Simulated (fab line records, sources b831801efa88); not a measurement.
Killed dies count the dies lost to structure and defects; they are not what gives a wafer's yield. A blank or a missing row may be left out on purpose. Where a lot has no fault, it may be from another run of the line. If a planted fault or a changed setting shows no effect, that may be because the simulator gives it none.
Comparing a struck lot with a sound one / flow sky130 / 15 out of 708 route steps
Sound: the wafers L472.3, L472.4, L472.6. Struck: wafers L485.1, L485.5. (L485.6 of the same lot was not struck and is left out.) The cause comes at the end.
Per side, at each step with rows, come the tool, then ch with its chambers, and then its first start. Under that, the readings that differ: sound wafers / struck wafers / difference of the means / sigmas: that difference in standard deviations of wafers without a fault.
alike: words and numbers the same on both sides, and readings whose means are apart by under 2 such deviations; not compared: readings that were withheld, readings missing a value for some wafer, numbers with overlapping values and no deviation given by the record, and bounds like >300 which may hide the same value.
The two part at a step that has a row with sigmas, a row that says differs or no value, or rows on one side only. Numbers that have no deviation but don't overlap get no sigmas and don't part them. A reading missing from all wafers of one side parts the sides only when that side holds two or more wafers.

first, 7 steps without rows for these wafers: SKY_METAL3_HMDS_06 (prime time 60 s); SKY_METAL3_COAT_07 (resist thk 60 nm); SKY_METAL3_COAT_08 (resist thk 1140 nm); SKY_METAL3_SOFTBAKE_09 (time 90 s); SKY_METAL3_EXPOSE_10 (exposes mask MM3, target cd 300 nm); SKY_METAL3_PEB_11; SKY_METAL3_DEVELOP_12 (develop time 60 s).
SKY_METAL3_CD_MEAS_13: the cd target is 300 nm.
  sound on cd-sem-02, day 40 01:20; struck on cd-sem-02, day 43 16:05
  alike: cd-nm
SKY_METAL3_OVL_MEAS_14:
  sound on overlay-01, day 40 01:26; struck on overlay-01, day 43 16:13
reading=METAL3_OVL (nm); sound=-1 8 15; struck=-9 1; difference=-11; sigmas=-2
SKY_METAL3_DESCUM_15: chemistry O2, time 8 s.
  sound on rie-metal-01 ch 0, day 40 01:29; struck on rie-metal-02 ch 0, day 43 16:15
  alike: drypump-motor-current-A, oes-product-au, temp-c
  not compared: rf-hours-counter-h
SKY_METAL3_ETCH_16: etches BARC in N2/H2, stops on SiO2, time 88.2 s, target depth 60 nm.
  sound on rie-metal-01 ch 0, day 40 01:35; struck on rie-metal-02 ch 0, day 43 16:17
  alike: drypump-motor-current-A, oes-product-au, throttle-valve-pct
  not compared: rf-hours-counter-h
SKY_METAL3_ETCH_17: etches SiO2 in C4F8/O2/Ar, stops on TiN, time 3.9 s, target depth 15 nm.
  sound on rie-diel-03 ch 0,1,2, day 40 01:43; struck on rie-diel-04 ch 0,1, day 43 16:23
  alike: oes-product-au
  not compared: rf-hours-counter-h
SKY_METAL3_METAL_ETCH_18: etches the open film in Cl2/BCl3, stops on SiO2, target depth 845 nm, time 183.1 s.
  sound on rie-metal-02 ch 0,1, day 40 01:48; struck on rie-metal-04 ch 1, day 43 16:24
reading=drypump-motor-current-A (A); sound=5.8 5.0 5.0; struck=6.3 6.3; difference=+1.0; sigmas=+2
reading=oes-product-au (a.u.); sound=0.867 0.869 0.872; struck=0.702 0.708; difference=-0.164; sigmas=-24
reading=model.etch.depth-nm (nm); sound=864 872.9 877.6; struck=578.8 575; difference=-294.6; sigmas=
reading=model.METAL3.feature-depth-nm (nm); sound=864 872.9 877.6; struck=578.8 575; difference=-294.6; sigmas=
reading=model.KrF-thick_of_METAL3_COAT_08.thk-nm (nm); sound=536.6 520.5 521.8; struck=792.2 792.9; difference=+266.2; sigmas=
  alike: mfc-cl2-sccm, throttle-valve-pct
  not compared: rf-hours-counter-h
SKY_METAL3_STRIP_19: strips in O2/N2.
  sound on plasma-asher-04 ch 0,1, day 40 01:57; struck on plasma-asher-04 ch 0,1, day 43 16:35
reading=oes-product-au (a.u.); sound=0.501 0.500 0.494; struck=0.608 0.613; difference=+0.112; sigmas=+23
reading=strip-time-to-endpoint-s (s); sound=6.64 6.47 6.49; struck=9.13 9.15; difference=+2.61; sigmas=+41
  alike: drypump-motor-current-A
  not compared: rf-hours-counter-h
then, 1 step without rows for these wafers: SKY_METAL3_STRIP_20 (strips in post etch residue remover, time 1200 s).

== WHERE THEY PART ==
First at SKY_METAL3_OVL_MEAS_14; last, within this record, at SKY_METAL3_STRIP_19.

WHY: what the simulator had put in
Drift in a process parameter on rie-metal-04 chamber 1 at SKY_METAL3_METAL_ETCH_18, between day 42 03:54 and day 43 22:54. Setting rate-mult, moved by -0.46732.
